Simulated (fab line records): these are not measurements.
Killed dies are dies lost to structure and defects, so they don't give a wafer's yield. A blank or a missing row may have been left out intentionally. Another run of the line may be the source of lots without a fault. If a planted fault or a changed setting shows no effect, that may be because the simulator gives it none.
fab line records / flow sky130
record lots=10 wafers=28 last-day=50
route steps=708 shown VIA2@507 VIA4@642 PASSIVATION@684 PAD_OPEN@708
lots that met no fault: from a run of the same line without faults
start-h: the number of hours between the record's first day and the start of the first shown wafer of the lot / wait-h: hours since the lot's step before / " the same as in the row above / L1.1+2: a row that stands for several wafers / - no value, or no start given / * or withheld: withheld / < > ~ a bound
route shown NAME@n: a module of which the file shows steps, and the number in the route of the first / usual: the fault-free wafers' mean and standard deviation / same: alike in all rows / chamber/n: place in a boat / sites: the reading at each site / _std_site: their standard deviation / _edge_site: inner sites' mean taken away from outer sites' mean / radius-mm: how far each site lies from the wafer's centre / mask NAME#n: copy n / behind: tool/chamber where the wafer was last shaped / hold: the reason the lot was held/the length of the hold in hours/how it ended / device: whichever transistor did not switch (one of n, p or np) / end of line: the route-end tests of the same wafers / a step given without rows: its recipe and nothing more / killed: dies that structure and defects cost at the first sort, which is not the same as the wafer's yield / map: a wafer's dies, x killed, . not, _ none there
set.NAME: the setting the step ran with; set.NAME@STEP: the setting that earlier step ran with / model.NAME: the simulator's own value behind a step, which no gauge read
a sample of lots followed through the steps of the route, with each step as a table and each wafer as a row
services: when a tool's chamber went out of use (start-h, in hours from the record's first day, below 0 if earlier), for how many hours, and the reason
## steps
# step SKY_VIA2_HDPCVD_00
# recipe material=SiO2 target-thk-nm=1180 sigma-open-frac=0.3 time-s=196.7 temp-c=400 sih4-flow-sccm=60 pressure-mtorr=6
lot.wafer=L104.3+5+6 tool=hdpcvd-02 chamber=2,0,1 start-h=859.74 wait-h=0.0
lot.wafer=L107.1+3+4 tool=hdpcvd-02 chamber=1,2,0 start-h=861.27 wait-h=0.0
lot.wafer=L105.1+4+5 tool=hdpcvd-02 chamber=0,2,1 start-h=866.33 wait-h=0.0
lot.wafer=L103.1+3+5 tool=hdpcvd-01 chamber=1,0,0 start-h=866.98 wait-h=0.0
lot.wafer=L106.1+2+4 tool=hdpcvd-02 chamber=0,1,0 start-h=869.38 wait-h=0.0
lot.wafer=L109.3+5+6 tool=hdpcvd-02 chamber=1,2,1 start-h=876.35 wait-h=0.0
lot.wafer=L108.4+5+6 tool=hdpcvd-02 chamber=0,1,2 start-h=879.45 wait-h=0.1
lot.wafer=L113.3 tool=hdpcvd-02 chamber=2 start-h=907.44 wait-h=0.0
lot.wafer=L118.1+2+3 tool=hdpcvd-01 chamber=0,2,1 start-h=937.66 wait-h=0.0
lot.wafer=L126.2+3+6 tool=hdpcvd-01 chamber=1,2,0 start-h=991.39 wait-h=0.0
# step SKY_VIA4_BOW_MEAS_03
# recipe mode=bow
# usual VIA4_BOW=81/8
lot.wafer=L104.3 tool=film-metro-01 chamber=- start-h=1013.97 wait-h=0.2 VIA4_BOW[um]=80
lot.wafer=L104.5 tool=film-metro-01 chamber=- start-h=1013.97 wait-h=0.2 VIA4_BOW[um]=81
lot.wafer=L104.6 tool=film-metro-01 chamber=- start-h=1013.97 wait-h=0.2 VIA4_BOW[um]=85
lot.wafer=L107.1 tool=film-metro-03 chamber=- start-h=1016.68 wait-h=0.2 VIA4_BOW[um]=81
lot.wafer=L107.3 tool=film-metro-03 chamber=- start-h=1016.68 wait-h=0.2 VIA4_BOW[um]=77
lot.wafer=L107.4 tool=film-metro-03 chamber=- start-h=1016.68 wait-h=0.2 VIA4_BOW[um]=71
lot.wafer=L105.1 tool=film-metro-01 chamber=- start-h=1020.81 wait-h=0.2 VIA4_BOW[um]=88
lot.wafer=L105.4 tool=film-metro-01 chamber=- start-h=1020.81 wait-h=0.2 VIA4_BOW[um]=82
lot.wafer=L105.5 tool=film-metro-01 chamber=- start-h=1020.81 wait-h=0.2 VIA4_BOW[um]=81
lot.wafer=L103.1 tool=film-metro-04 chamber=- start-h=1021.16 wait-h=0.2 VIA4_BOW[um]=79
lot.wafer=L103.3 tool=film-metro-04 chamber=- start-h=1021.16 wait-h=0.2 VIA4_BOW[um]=82
lot.wafer=L103.5 tool=film-metro-04 chamber=- start-h=1021.16 wait-h=0.2 VIA4_BOW[um]=93
lot.wafer=L106.1 tool=film-metro-01 chamber=- start-h=1024.06 wait-h=0.1 VIA4_BOW[um]=76
lot.wafer=L106.2 tool=film-metro-01 chamber=- start-h=1024.06 wait-h=0.1 VIA4_BOW[um]=82
lot.wafer=L106.4 tool=film-metro-01 chamber=- start-h=1024.06 wait-h=0.1 VIA4_BOW[um]=73
lot.wafer=L109.3 tool=film-metro-03 chamber=- start-h=1027.35 wait-h=0.1 VIA4_BOW[um]=79
lot.wafer=L109.5 tool=film-metro-03 chamber=- start-h=1027.35 wait-h=0.1 VIA4_BOW[um]=89
lot.wafer=L109.6 tool=film-metro-03 chamber=- start-h=1027.35 wait-h=0.1 VIA4_BOW[um]=92
lot.wafer=L108.4 tool=film-metro-03 chamber=- start-h=1031.46 wait-h=0.2 VIA4_BOW[um]=64
lot.wafer=L108.5 tool=film-metro-03 chamber=- start-h=1031.46 wait-h=0.2 VIA4_BOW[um]=72
lot.wafer=L108.6 tool=film-metro-03 chamber=- start-h=1031.46 wait-h=0.2 VIA4_BOW[um]=88
lot.wafer=L113.3 tool=film-metro-03 chamber=- start-h=1056.10 wait-h=0.2 VIA4_BOW[um]=73
lot.wafer=L118.1 tool=film-metro-03 chamber=- start-h=1081.30 wait-h=0.2 VIA4_BOW[um]=92
lot.wafer=L118.2 tool=film-metro-03 chamber=- start-h=1081.30 wait-h=0.2 VIA4_BOW[um]=88
lot.wafer=L118.3 tool=film-metro-03 chamber=- start-h=1081.30 wait-h=0.2 VIA4_BOW[um]=88
lot.wafer=L126.2 tool=film-metro-03 chamber=- start-h=1132.66 wait-h=0.2 VIA4_BOW[um]=92
lot.wafer=L126.3 tool=film-metro-03 chamber=- start-h=1132.66 wait-h=0.2 VIA4_BOW[um]=82
lot.wafer=L126.6 tool=film-metro-03 chamber=- start-h=1132.66 wait-h=0.2 VIA4_BOW[um]=75
# step SKY_PASSIVATION_THK_MEAS_03
# recipe reads=Si3N4_of_PASSIVATION_CVD_02
# usual PASSIVATION_CVD_02_THK=539/6.6
lot.wafer=L104.3 tool=film-metro-02 chamber=- start-h=1060.07 wait-h=- PASSIVATION_CVD_02_THK[nm]=537
lot.wafer=L104.5 tool=film-metro-02 chamber=- start-h=1060.07 wait-h=- PASSIVATION_CVD_02_THK[nm]=548
lot.wafer=L104.6 tool=film-metro-02 chamber=- start-h=1060.07 wait-h=- PASSIVATION_CVD_02_THK[nm]=537
lot.wafer=L107.1 tool=film-metro-02 chamber=- start-h=1062.07 wait-h=- PASSIVATION_CVD_02_THK[nm]=528
lot.wafer=L107.3 tool=film-metro-02 chamber=- start-h=1062.07 wait-h=- PASSIVATION_CVD_02_THK[nm]=528
lot.wafer=L107.4 tool=film-metro-02 chamber=- start-h=1062.07 wait-h=- PASSIVATION_CVD_02_THK[nm]=542
lot.wafer=L105.1 tool=film-metro-04 chamber=- start-h=1066.01 wait-h=- PASSIVATION_CVD_02_THK[nm]=537
lot.wafer=L105.4 tool=film-metro-04 chamber=- start-h=1066.01 wait-h=- PASSIVATION_CVD_02_THK[nm]=534
lot.wafer=L105.5 tool=film-metro-04 chamber=- start-h=1066.01 wait-h=- PASSIVATION_CVD_02_THK[nm]=553
lot.wafer=L103.1 tool=film-metro-04 chamber=- start-h=1067.43 wait-h=- PASSIVATION_CVD_02_THK[nm]=544
lot.wafer=L103.3 tool=film-metro-04 chamber=- start-h=1067.43 wait-h=- PASSIVATION_CVD_02_THK[nm]=542
lot.wafer=L103.5 tool=film-metro-04 chamber=- start-h=1067.43 wait-h=- PASSIVATION_CVD_02_THK[nm]=552
lot.wafer=L106.1 tool=film-metro-01 chamber=- start-h=1070.31 wait-h=- PASSIVATION_CVD_02_THK[nm]=539
lot.wafer=L106.2 tool=film-metro-01 chamber=- start-h=1070.31 wait-h=- PASSIVATION_CVD_02_THK[nm]=533
lot.wafer=L106.4 tool=film-metro-01 chamber=- start-h=1070.31 wait-h=- PASSIVATION_CVD_02_THK[nm]=538
lot.wafer=L109.3 tool=film-metro-01 chamber=- start-h=1073.18 wait-h=- PASSIVATION_CVD_02_THK[nm]=543
lot.wafer=L109.5 tool=film-metro-01 chamber=- start-h=1073.18 wait-h=- PASSIVATION_CVD_02_THK[nm]=551
lot.wafer=L109.6 tool=film-metro-01 chamber=- start-h=1073.18 wait-h=- PASSIVATION_CVD_02_THK[nm]=549
lot.wafer=L108.4 tool=film-metro-02 chamber=- start-h=1077.18 wait-h=- PASSIVATION_CVD_02_THK[nm]=548
lot.wafer=L108.5 tool=film-metro-02 chamber=- start-h=1077.18 wait-h=- PASSIVATION_CVD_02_THK[nm]=541
lot.wafer=L108.6 tool=film-metro-02 chamber=- start-h=1077.18 wait-h=- PASSIVATION_CVD_02_THK[nm]=546
lot.wafer=L113.3 tool=film-metro-04 chamber=- start-h=1101.14 wait-h=- PASSIVATION_CVD_02_THK[nm]=541
lot.wafer=L118.1 tool=film-metro-02 chamber=- start-h=1125.77 wait-h=- PASSIVATION_CVD_02_THK[nm]=530
lot.wafer=L118.2 tool=film-metro-02 chamber=- start-h=1125.77 wait-h=- PASSIVATION_CVD_02_THK[nm]=532
lot.wafer=L118.3 tool=film-metro-02 chamber=- start-h=1125.77 wait-h=- PASSIVATION_CVD_02_THK[nm]=537
lot.wafer=L126.2 tool=film-metro-02 chamber=- start-h=1171.18 wait-h=- PASSIVATION_CVD_02_THK[nm]=533
lot.wafer=L126.3 tool=film-metro-02 chamber=- start-h=1171.18 wait-h=- PASSIVATION_CVD_02_THK[nm]=532
lot.wafer=L126.6 tool=film-metro-02 chamber=- start-h=1171.18 wait-h=- PASSIVATION_CVD_02_THK[nm]=540
# step SKY_PASSIVATION_STRIP_12
# recipe chemistry=O2/N2 power-w=1400 pressure-mtorr=1500 platen-temp-c=withheld overash-fraction=0.7 o2-flow-sccm=3000 n2-flow-sccm=300
# usual drypump-motor-current-A=6.0/0.45 oes-product-au=0.661/0.0044 strip-time-to-endpoint-s=31.57/0.14
lot.wafer=L104.3 tool=plasma-asher-02 chamber=0 start-h=1082.33 wait-h=0.1 drypump-motor-current-A=5.4 oes-product-au=0.664 rf-hours-counter-h=- strip-time-to-endpoint-s=31.62
lot.wafer=L104.5 tool=plasma-asher-02 chamber=0 start-h=1082.33 wait-h=0.1 drypump-motor-current-A=5.4 oes-product-au=0.658 rf-hours-counter-h=- strip-time-to-endpoint-s=31.60
lot.wafer=L104.6 tool=plasma-asher-02 chamber=1 start-h=1082.33 wait-h=0.1 drypump-motor-current-A=6.1 oes-product-au=0.664 rf-hours-counter-h=- strip-time-to-endpoint-s=31.50
lot.wafer=L107.1 tool=plasma-asher-02 chamber=1 start-h=1083.55 wait-h=0.1 drypump-motor-current-A=6.0 oes-product-au=0.661 rf-hours-counter-h=94 strip-time-to-endpoint-s=31.63
lot.wafer=L107.3 tool=plasma-asher-02 chamber=0 start-h=1083.55 wait-h=0.1 drypump-motor-current-A=5.4 oes-product-au=0.653 rf-hours-counter-h=- strip-time-to-endpoint-s=31.56
lot.wafer=L107.4 tool=plasma-asher-02 chamber=1 start-h=1083.55 wait-h=0.1 drypump-motor-current-A=6.0 oes-product-au=0.654 rf-hours-counter-h=- strip-time-to-endpoint-s=31.78
lot.wafer=L105.1 tool=plasma-asher-04 chamber=0 start-h=1087.71 wait-h=0.1 drypump-motor-current-A=6.3 oes-product-au=0.656 rf-hours-counter-h=35 strip-time-to-endpoint-s=31.38
lot.wafer=L105.4 tool=plasma-asher-04 chamber=0 start-h=1087.71 wait-h=0.1 drypump-motor-current-A=6.3 oes-product-au=0.672 rf-hours-counter-h=- strip-time-to-endpoint-s=31.54
lot.wafer=L105.5 tool=plasma-asher-04 chamber=0 start-h=1087.71 wait-h=0.1 drypump-motor-current-A=6.3 oes-product-au=0.658 rf-hours-counter-h=- strip-time-to-endpoint-s=31.47
lot.wafer=L103.1 tool=plasma-asher-01 chamber=0 start-h=1088.66 wait-h=0.1 drypump-motor-current-A=5.7 oes-product-au=0.655 rf-hours-counter-h=64 strip-time-to-endpoint-s=31.73
lot.wafer=L103.3 tool=plasma-asher-01 chamber=0 start-h=1088.66 wait-h=0.1 drypump-motor-current-A=5.7 oes-product-au=0.658 rf-hours-counter-h=- strip-time-to-endpoint-s=31.77
lot.wafer=L103.5 tool=plasma-asher-01 chamber=1 start-h=1088.66 wait-h=0.1 drypump-motor-current-A=6.3 oes-product-au=0.659 rf-hours-counter-h=- strip-time-to-endpoint-s=31.66
lot.wafer=L106.1 tool=plasma-asher-02 chamber=0 start-h=1091.60 wait-h=0.1 drypump-motor-current-A=5.4 oes-product-au=0.659 rf-hours-counter-h=95 strip-time-to-endpoint-s=31.60
lot.wafer=L106.2 tool=plasma-asher-02 chamber=1 start-h=1091.60 wait-h=0.1 drypump-motor-current-A=6.1 oes-product-au=0.652 rf-hours-counter-h=95 strip-time-to-endpoint-s=31.59
lot.wafer=L106.4 tool=plasma-asher-02 chamber=0 start-h=1091.60 wait-h=0.1 drypump-motor-current-A=5.4 oes-product-au=0.661 rf-hours-counter-h=- strip-time-to-endpoint-s=31.82
lot.wafer=L109.3 tool=plasma-asher-02 chamber=1 start-h=1093.94 wait-h=0.1 drypump-motor-current-A=6.0 oes-product-au=0.660 rf-hours-counter-h=- strip-time-to-endpoint-s=31.66
lot.wafer=L109.5 tool=plasma-asher-02 chamber=1 start-h=1093.94 wait-h=0.1 drypump-motor-current-A=6.0 oes-product-au=0.662 rf-hours-counter-h=- strip-time-to-endpoint-s=31.59
lot.wafer=L109.6 tool=plasma-asher-02 chamber=0 start-h=1093.94 wait-h=0.1 drypump-motor-current-A=5.5 oes-product-au=0.655 rf-hours-counter-h=- strip-time-to-endpoint-s=31.56
lot.wafer=L108.4 tool=plasma-asher-01 chamber=1 start-h=1098.18 wait-h=0.1 drypump-motor-current-A=6.2 oes-product-au=0.664 rf-hours-counter-h=- strip-time-to-endpoint-s=31.67
lot.wafer=L108.5 tool=plasma-asher-01 chamber=1 start-h=1098.18 wait-h=0.1 drypump-motor-current-A=6.3 oes-product-au=0.654 rf-hours-counter-h=- strip-time-to-endpoint-s=31.67
lot.wafer=L108.6 tool=plasma-asher-01 chamber=0 start-h=1098.18 wait-h=0.1 drypump-motor-current-A=5.7 oes-product-au=0.662 rf-hours-counter-h=- strip-time-to-endpoint-s=31.88
lot.wafer=L113.3 tool=plasma-asher-01 chamber=1 start-h=1120.98 wait-h=0.1 drypump-motor-current-A=6.3 oes-product-au=0.666 rf-hours-counter-h=- strip-time-to-endpoint-s=31.38
lot.wafer=L118.1 tool=plasma-asher-04 chamber=1 start-h=1144.56 wait-h=0.1 drypump-motor-current-A=6.8 oes-product-au=0.666 rf-hours-counter-h=40 strip-time-to-endpoint-s=31.65
lot.wafer=L118.2 tool=plasma-asher-04 chamber=0 start-h=1144.56 wait-h=0.1 drypump-motor-current-A=6.3 oes-product-au=0.662 rf-hours-counter-h=40 strip-time-to-endpoint-s=31.54
lot.wafer=L118.3 tool=plasma-asher-04 chamber=0 start-h=1144.56 wait-h=0.1 drypump-motor-current-A=6.3 oes-product-au=0.670 rf-hours-counter-h=- strip-time-to-endpoint-s=31.58
lot.wafer=L126.2 tool=plasma-asher-02 chamber=0 start-h=1187.26 wait-h=0.1 drypump-motor-current-A=5.4 oes-product-au=0.655 rf-hours-counter-h=104 strip-time-to-endpoint-s=31.63
lot.wafer=L126.3 tool=plasma-asher-02 chamber=1 start-h=1187.26 wait-h=0.1 drypump-motor-current-A=6.0 oes-product-au=0.655 rf-hours-counter-h=- strip-time-to-endpoint-s=31.61
lot.wafer=L126.6 tool=plasma-asher-02 chamber=1 start-h=1187.26 wait-h=0.1 drypump-motor-current-A=6.0 oes-product-au=0.660 rf-hours-counter-h=- strip-time-to-endpoint-s=31.67
# step SKY_PAD_OPEN_PROBE_99
# usual killed_at_M0_to_M3=44/6.7 killed_at_M4_up=3.1/1.8 killed-at-contacts=24/5.1 killed-at-front-end=16/4.7 killed-at-other=0.3/0.59 killed-dies=88/9.6 killed-on-rim=17/3.8 killed-open=48/7.3 killed-short=39/6.5
# same gross-dies=492 killed-at-back-side=0
lot.wafer=L113.3 tool=prober-01 chamber=- start-h=1142.76 wait-h=0.2 killed_at_M0_to_M3=91 killed_at_M4_up=2 killed-at-contacts=32 killed-at-front-end=8 killed-at-other=0 killed-dies=133 killed-on-rim=33 killed-open=48 killed-short=32
lot.wafer=L118.1 tool=prober-02 chamber=- start-h=1164.52 wait-h=0.1 killed_at_M0_to_M3=30 killed_at_M4_up=2 killed-at-contacts=31 killed-at-front-end=18 killed-at-other=0 killed-dies=81 killed-on-rim=17 killed-open=42 killed-short=39
lot.wafer=L118.2 tool=prober-02 chamber=- start-h=1164.57 wait-h=0.1 killed_at_M0_to_M3=31 killed_at_M4_up=6 killed-at-contacts=23 killed-at-front-end=17 killed-at-other=2 killed-dies=79 killed-on-rim=16 killed-open=34 killed-short=43
lot.wafer=L118.3 tool=prober-02 chamber=- start-h=1164.62 wait-h=0.2 killed_at_M0_to_M3=37 killed_at_M4_up=1 killed-at-contacts=27 killed-at-front-end=17 killed-at-other=1 killed-dies=83 killed-on-rim=16 killed-open=44 killed-short=38
# killed by level:class
L113.3 VIA2:unspecified=53 VIA1:geometric-particle:open=13 CONTACT:geometric-particle:open=12 LI_CONTACT:geometric-particle:open=9 METAL1:geometric-particle:short=5 VIA1:geometric-particle:short=5 LOCAL_INTERCONNECT:geometric-particle:short=4 CONTACT:geometric-particle:short=4
L118.1 CONTACT:geometric-particle:open=11 FIELD_ISO:geometric-particle:short=8 VIA3:geometric-particle:open=7 LI_CONTACT:geometric-particle:open=6 CONTACT:geometric-particle:short=5 VIA1:geometric-particle:open=5 METAL2:geometric-particle:short=5 LOCAL_INTERCONNECT:geometric-particle:short=4
L118.2 CONTACT:geometric-particle:open=8 LOCAL_INTERCONNECT:geometric-particle:short=7 FIELD_ISO:geometric-particle:short=6 VIA1:geometric-particle:open=6 METAL4:geometric-particle:short=6 VIA2:geometric-particle:open=5 VIA1:geometric-particle:short=5 CONTACT:geometric-particle:short=4
L118.3 CONTACT:geometric-particle:open=10 METAL2:geometric-particle:short=7 LOCAL_INTERCONNECT:geometric-particle:short=6 VIA1:geometric-particle:open=6 VIA3:geometric-particle:open=5 VIA3:geometric-particle:short=5 FIELD_ISO:geometric-particle:open=4 FIELD_ISO:geometric-particle:short=4
## services
tool=hdpcvd-01 chamber=2 start-h=865.53 hours=2.4 kind=repair
tool=plasma-asher-02 chamber=- start-h=901.22 hours=9.8 kind=repair
tool=plasma-asher-02 chamber=- start-h=927.28 hours=3.5 kind=repair
tool=hdpcvd-01 chamber=2 start-h=927.32 hours=4.7 kind=repair
tool=plasma-asher-02 chamber=- start-h=943.75 hours=1.8 kind=repair
tool=hdpcvd-01 chamber=- start-h=950.25 hours=15.0 kind=pm
tool=hdpcvd-01 chamber=0 start-h=950.25 hours=15.0 kind=vent-cycle
tool=hdpcvd-01 chamber=1 start-h=950.25 hours=15.0 kind=vent-cycle
tool=hdpcvd-01 chamber=2 start-h=950.25 hours=15.0 kind=vent-cycle
tool=hdpcvd-01 chamber=- start-h=950.73 hours=0.9 kind=repair
tool=hdpcvd-01 chamber=0 start-h=965.25 hours=- kind=clean
tool=hdpcvd-01 chamber=1 start-h=965.25 hours=- kind=clean
tool=hdpcvd-01 chamber=2 start-h=965.25 hours=- kind=clean
tool=hdpcvd-01 chamber=- start-h=972.52 hours=0.7 kind=repair
tool=plasma-asher-04 chamber=- start-h=972.61 hours=2.8 kind=pm
tool=hdpcvd-01 chamber=- start-h=987.53 hours=0.3 kind=repair
tool=plasma-asher-02 chamber=- start-h=1054.45 hours=8.7 kind=repair
tool=hdpcvd-01 chamber=2 start-h=1073.64 hours=8.8 kind=repair
tool=hdpcvd-02 chamber=- start-h=1073.75 hours=1.5 kind=repair
tool=plasma-asher-01 chamber=- start-h=1077.28 hours=6.7 kind=repair
tool=hdpcvd-01 chamber=- start-h=1123.28 hours=2.8 kind=pm
tool=plasma-asher-01 chamber=- start-h=1168.00 hours=2.7 kind=repair
## key
first-sign step=SKY_PAD_OPEN_PROBE_99 reading=killed_at_M0_to_M3 direction=up sigmas=7.1 usual=44 struck=91
effect step=SKY_PAD_OPEN_PROBE_99 reading=killed-dies direction=up sigmas=4.8 usual=88 struck=133
met-at SKY_VIA2_HDPCVD_00
struck-lots L113
struck-wafers L113.3
tester-left-out L113
not-acting-at SKY_VIA4_BOW_MEAS_03,SKY_PASSIVATION_THK_MEAS_03,SKY_PASSIVATION_STRIP_12
onset-between 879.45 907.44
earlier-fault kind=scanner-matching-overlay tool=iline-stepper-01 chamber=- onset-h=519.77 steps=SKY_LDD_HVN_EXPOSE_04 offset=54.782
fault kind=chamber-particle-source tool=hdpcvd-02 chamber=2 onset-h=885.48 steps=SKY_VIA2_HDPCVD_00 rate-per-visit-cm2=1.916
# tester-left-out: of these lots the tester's yield and bins aren't shown, on N5 and GAA mostly nor the transistor test; their killed dies are dies lost to structure and defects alone, not to doping, threshold or leakage, so they don't give the yield
